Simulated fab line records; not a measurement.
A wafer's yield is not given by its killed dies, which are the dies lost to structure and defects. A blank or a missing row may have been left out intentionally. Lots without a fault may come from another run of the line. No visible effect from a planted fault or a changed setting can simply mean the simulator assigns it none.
Which of the tools did it? / flow gf180mcu / 12 lots, 36 wafers sampled, at 5 steps of a route of 602

## WHAT THE GAUGES READ, wafer by wafer
GF_V5_THK_MEAS_01. Usual: V5_CVD_00_THK gives 300.4 nm (standard deviation 3).
lot=L370; measured=day 26 02:24; on=film_metro-03; V5_CVD_00_THK (nm)=302.0 302.8 302.9; flag=
lot=L371; measured=day 26 09:57; on=film_metro-01; V5_CVD_00_THK (nm)=300.8 304.2 299.9; flag=
lot=L372; measured=day 26 19:49; on=film_metro-02; V5_CVD_00_THK (nm)=302.5 305.3 306.0; flag=
lot=L374; measured=day 27 11:20; on=film_metro-03; V5_CVD_00_THK (nm)=303.5 301.3 301.3; flag=
lot=L375; measured=day 27 20:05; on=film_metro-03; V5_CVD_00_THK (nm)=299.3 300.6 299.1; flag=
lot=L376; measured=day 28 05:40; on=film_metro-03; V5_CVD_00_THK (nm)=304.8 305.8 306.0; flag=
lot=L378; measured=day 28 16:28; on=film_metro-01; V5_CVD_00_THK (nm)=293.9 292.7 300.2; flag=
lot=L380; measured=day 29 16:01; on=film_metro-02; V5_CVD_00_THK (nm)=300.4 301.8 298.8; flag=
lot=L381; measured=day 29 20:58; on=film_metro-01; V5_CVD_00_THK (nm)=301.5 298.1 300.8; flag=
lot=L382; measured=day 29 23:47; on=film_metro-03; V5_CVD_00_THK (nm)=302.1 302.6 301.5; flag=
lot=L383; measured=day 30 12:33; on=film_metro-03; V5_CVD_00_THK (nm)=300.5 302.8 299.9; flag=
lot=L390; measured=day 32 15:15; on=film_metro-02; V5_CVD_00_THK (nm)=300.9 294.1 298.6; flag=

GF_V5_BOW_MEAS_05. Usual: V5_BOW gives 134 um (standard deviation 9.4).
lot=L370; measured=day 26 02:55; on=film_metro-01; V5_BOW (um)=129 131 135; flag=
lot=L371; measured=day 26 10:31; on=film_metro-02; V5_BOW (um)=139 137 144; flag=
lot=L372; measured=day 26 20:22; on=film_metro-03; V5_BOW (um)=121 135 135; flag=
lot=L374; measured=day 27 11:52; on=film_metro-02; V5_BOW (um)=146 157 140; flag=
lot=L375; measured=day 27 20:38; on=film_metro-02; V5_BOW (um)=146 136 136; flag=
lot=L376; measured=day 28 06:12; on=film_metro-02; V5_BOW (um)=128 133 139; flag=
lot=L378; measured=day 28 16:59; on=film_metro-01; V5_BOW (um)=131 131 137; flag=
lot=L380; measured=day 29 16:32; on=film_metro-01; V5_BOW (um)=141 133 129; flag=
lot=L381; measured=day 29 21:29; on=film_metro-02; V5_BOW (um)=136 152 136; flag=
lot=L382; measured=day 30 00:19; on=film_metro-03; V5_BOW (um)=129 124 119; flag=
lot=L383; measured=day 30 13:05; on=film_metro-01; V5_BOW (um)=138 119 120; flag=
lot=L390; measured=day 32 16:26; on=film_metro-02; V5_BOW (um)=132 133 127; flag=

GF_V5_RS_MEAS_24: the measuring method here is four-point-probe. Usual: V5_W_RS gives 0.330 ohm/sq (standard deviation 0.0047).
lot=L370; measured=day 27 00:37; on=film_metro-03; V5_W_RS (ohm/sq)=0.327 0.325 0.326; flag=
lot=L371; measured=day 27 08:13; on=film_metro-01; V5_W_RS (ohm/sq)=0.326 0.326 0.331; flag=
lot=L372; measured=day 27 17:19; on=film_metro-03; V5_W_RS (ohm/sq)=0.323 0.328 0.329; flag=
lot=L374; measured=day 28 08:06; on=film_metro-02; V5_W_RS (ohm/sq)=0.331 0.323 0.327; flag=
lot=L375; measured=day 28 16:42; on=film_metro-03; V5_W_RS (ohm/sq)=0.337 0.336 0.331; flag=
lot=L376; measured=day 29 02:38; on=film_metro-03; V5_W_RS (ohm/sq)=0.333 0.333 0.331; flag=
lot=L378; measured=day 29 13:10; on=film_metro-03; V5_W_RS (ohm/sq)=0.327 0.331 0.327; flag=
lot=L380; measured=day 30 12:11; on=film_metro-01; V5_W_RS (ohm/sq)=0.337 0.331 0.331; flag=
lot=L381; measured=day 30 17:04; on=film_metro-03; V5_W_RS (ohm/sq)=0.323 0.330 0.326; flag=
lot=L382; measured=day 30 19:38; on=film_metro-02; V5_W_RS (ohm/sq)=0.335 0.330 0.327; flag=
lot=L383; measured=day 31 07:53; on=film_metro-03; V5_W_RS (ohm/sq)=0.331 0.333 0.331; flag=
lot=L390; measured=day 33 09:25; on=film_metro-02; V5_W_RS (ohm/sq)=0.325 0.291 0.325; flag=OFF

GF_V5_THK_MEAS_25: measures by xrf. Usual: V5_W_THK gives 356 nm (standard deviation 6.3).
lot=L370; measured=day 27 00:44; on=film_metro-03; V5_W_THK (nm)=360 362 362; flag=
lot=L371; measured=day 27 08:19; on=film_metro-01; V5_W_THK (nm)=355 359 349; flag=
lot=L372; measured=day 27 17:25; on=film_metro-03; V5_W_THK (nm)=365 358 356; flag=
lot=L374; measured=day 28 08:13; on=film_metro-02; V5_W_THK (nm)=359 367 363; flag=
lot=L375; measured=day 28 16:49; on=film_metro-03; V5_W_THK (nm)=344 347 353; flag=
lot=L376; measured=day 29 02:45; on=film_metro-03; V5_W_THK (nm)=355 355 357; flag=
lot=L378; measured=day 29 13:16; on=film_metro-03; V5_W_THK (nm)=357 357 360; flag=
lot=L380; measured=day 30 12:19; on=film_metro-01; V5_W_THK (nm)=344 350 351; flag=
lot=L381; measured=day 30 17:11; on=film_metro-03; V5_W_THK (nm)=364 358 361; flag=
lot=L382; measured=day 30 19:44; on=film_metro-02; V5_W_THK (nm)=358 364 366; flag=
lot=L383; measured=day 31 08:00; on=film_metro-03; V5_W_THK (nm)=352 349 350; flag=
lot=L390; measured=day 33 09:32; on=film_metro-02; V5_W_THK (nm)=364 406 364; flag=OFF

## WHICH TOOL RAN EACH LOT (tool, then ch and the chambers of the sampled wafers, then the start)
lot=L370; GF_V5_CVD_23=cvd_w-02 ch 0,1, day 27 00:29
lot=L371; GF_V5_CVD_23=cvd_w-01 ch 0,1, day 27 08:05
lot=L372; GF_V5_CVD_23=cvd_w-02 ch 0,1, day 27 17:07
lot=L374; GF_V5_CVD_23=cvd_w-02 ch 0,1, day 28 07:58
lot=L375; GF_V5_CVD_23=cvd_w-01 ch 0,1, day 28 16:34
lot=L376; GF_V5_CVD_23=cvd_w-01 ch 0, day 29 02:25
lot=L378; GF_V5_CVD_23=cvd_w-02 ch 0,1, day 29 13:01
lot=L380; GF_V5_CVD_23=cvd_w-01 ch 0,1, day 30 12:05
lot=L381; GF_V5_CVD_23=cvd_w-02 ch 0,1, day 30 16:56
lot=L382; GF_V5_CVD_23=cvd_w-01 ch 0,1, day 30 19:29
lot=L383; GF_V5_CVD_23=cvd_w-01 ch 0,1, day 31 07:45
lot=L390; GF_V5_CVD_23=cvd_w-02 ch 1, day 33 09:11
- GF_V5_CVD_23: deposits W, target thk 350 nm, time 104.9 s.

## WHAT THE TOOLS THEMSELVES READ (means of the sampled wafers that have a number; where no wafer has one, the mark that the record gives instead)
GF_V5_CVD_23. Usual: heater_power_w 807 W, standard deviation 50.
lot=L370; tool=cvd_w-02; heater_power_w (W)=839; flag=
lot=L371; tool=cvd_w-01; heater_power_w (W)=815; flag=
lot=L372; tool=cvd_w-02; heater_power_w (W)=781; flag=
lot=L374; tool=cvd_w-02; heater_power_w (W)=842; flag=
lot=L375; tool=cvd_w-01; heater_power_w (W)=820; flag=
lot=L376; tool=cvd_w-01; heater_power_w (W)=818; flag=
lot=L378; tool=cvd_w-02; heater_power_w (W)=834; flag=
lot=L380; tool=cvd_w-01; heater_power_w (W)=818; flag=
lot=L381; tool=cvd_w-02; heater_power_w (W)=803; flag=
lot=L382; tool=cvd_w-01; heater_power_w (W)=814; flag=
lot=L383; tool=cvd_w-01; heater_power_w (W)=823; flag=
lot=L390; tool=cvd_w-02; heater_power_w (W)=740; flag=

## THE ANSWER, worked out from the rows above alone
Rule: a lot counts as off when the mean over its wafers that have a number is more than 3 standard deviations away from the usual mean. Also off: a lot with no number at a reading for which 4 or more lots have one. Any other lot the step has rows for is counted as sound. The gauges are gone through in route order, then the tools' own readings, and for those a lot's mean is taken as printed above. At the first step where some lot is off, the reading lying furthest off is the one used; lots without a number count as furthest.
Off: L390, at GF_V5_RS_MEAS_24 (V5_W_RS).
If a tool, at a process step before that reading, ran all the lots that are off and no sound lot after the first of them, it fits. The gauges at GF_V5_RS_MEAS_24 are tried like those tools. 2 tools fit, cvd_w-02 at GF_V5_CVD_23 and film_metro-02 at GF_V5_RS_MEAS_24, so this cannot tell which one it is.

## WHAT THE SIMULATOR HAD INSERTED
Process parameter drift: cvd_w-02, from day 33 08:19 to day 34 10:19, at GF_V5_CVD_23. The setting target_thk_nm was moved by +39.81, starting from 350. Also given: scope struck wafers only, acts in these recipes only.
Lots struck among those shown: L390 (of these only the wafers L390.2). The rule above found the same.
